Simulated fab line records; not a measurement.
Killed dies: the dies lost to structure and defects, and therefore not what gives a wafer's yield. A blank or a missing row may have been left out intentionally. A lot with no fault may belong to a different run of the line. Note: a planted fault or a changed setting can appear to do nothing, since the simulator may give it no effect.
Struck lot and sound lot, side by side :: flow sky130 :: 14 out of 708 route steps
Sound: these wafers, L962.1, L962.4, L962.6. Wafers struck: L954.2, L954.3, L954.6. The cause is named last.
Order at every step that has rows: each side's tool, ch and its chambers, its first start. Under that, the readings that differ: sound wafers :: struck wafers :: difference of the means :: sigmas: that difference in standard deviations of wafers without a fault.
alike: readings whose means differ by less than 2 such deviations, and words and numbers that are the same on both sides. not compared: withheld readings, readings that some wafer has no value for, bounds like >300 that may hide the same value, and numbers for which the record gives no deviation and whose values overlap.
Wherever a step has rows on one side only, a row that says differs or no value, or a row with sigmas, the two part there. Non-overlapping numbers with no deviation appear without sigmas and do not part them. Lack of a reading on every wafer of one side parts them only where that side has two or more wafers.

first, 6 steps without rows for these wafers: SKY_VIA4_HMDS_05 (prime time 60 s); SKY_VIA4_COAT_06 (resist thk 1140 nm); SKY_VIA4_SOFTBAKE_07 (time 60 s); SKY_VIA4_EXPOSE_08 (exposes mask VIM4, target cd 800 nm); SKY_VIA4_PEB_09; SKY_VIA4_DEVELOP_10 (develop time 60 s).
SKY_VIA4_OVL_MEAS_11:
  sound on overlay-02, day 47 04:04; struck on overlay-02, day 45 05:33
  alike: VIA4_OVL
SKY_VIA4_ETCH_12: etches SiO2 in C4F8/O2/Ar, stops on TiN, target depth 580 nm.
  sound on rie-diel-04 ch 0,1, day 47 04:05; struck on rie-diel-02 ch 0,2, day 45 05:35
  alike: chamber-pressure-mTorr, oes-product-au
SKY_VIA4_STRIP_13: strips in O2/N2.
  sound on plasma-asher-02 ch 0,1, day 47 04:10; struck on plasma-asher-02 ch 0,1, day 45 05:39
  alike: chamber-pressure-mTorr, drypump-motor-current-A, oes-product-au, strip-time-to-endpoint-s
  not compared: rf-hours-counter-h
then, 3 steps without rows for these wafers: SKY_VIA4_STRIP_14 (strips in post etch residue remover, time 1200 s); SKY_VIA4_CLEAN_15 (cleans in IPA, time 180 s); SKY_VIA4_CLEAN_16 (cleans in O3/DIW).
SKY_VIA4_SPUTTER_17: material TiN, target thk 20 nm, time 80 s.
  sound on pvd-sputter-02, day 47 04:46; struck on pvd-sputter-02, day 45 06:15
  no value came back on the struck wafers for cathode-dc-power-W (W), chamber-pressure-pa (Pa), throttle-valve-pct (%); on the sound wafers cathode-dc-power-W (W) reads 3999.7 3999.4 3999.7
SKY_VIA4_CVD_18: deposits W, target thk 505 nm, time 152.14 s.
  sound on cvd-w-02 ch 0,1, day 47 04:50; struck on cvd-w-01 ch 0,1, day 45 06:19
  alike: chamber-pressure-Torr, heater-power-w

== WHERE THEY PART ==
At SKY_VIA4_SPUTTER_17 and nowhere else, as far as this record goes. Later steps at which nothing parts them and some readings are alike: SKY_VIA4_CVD_18.

WHY: whatever the simulator had introduced
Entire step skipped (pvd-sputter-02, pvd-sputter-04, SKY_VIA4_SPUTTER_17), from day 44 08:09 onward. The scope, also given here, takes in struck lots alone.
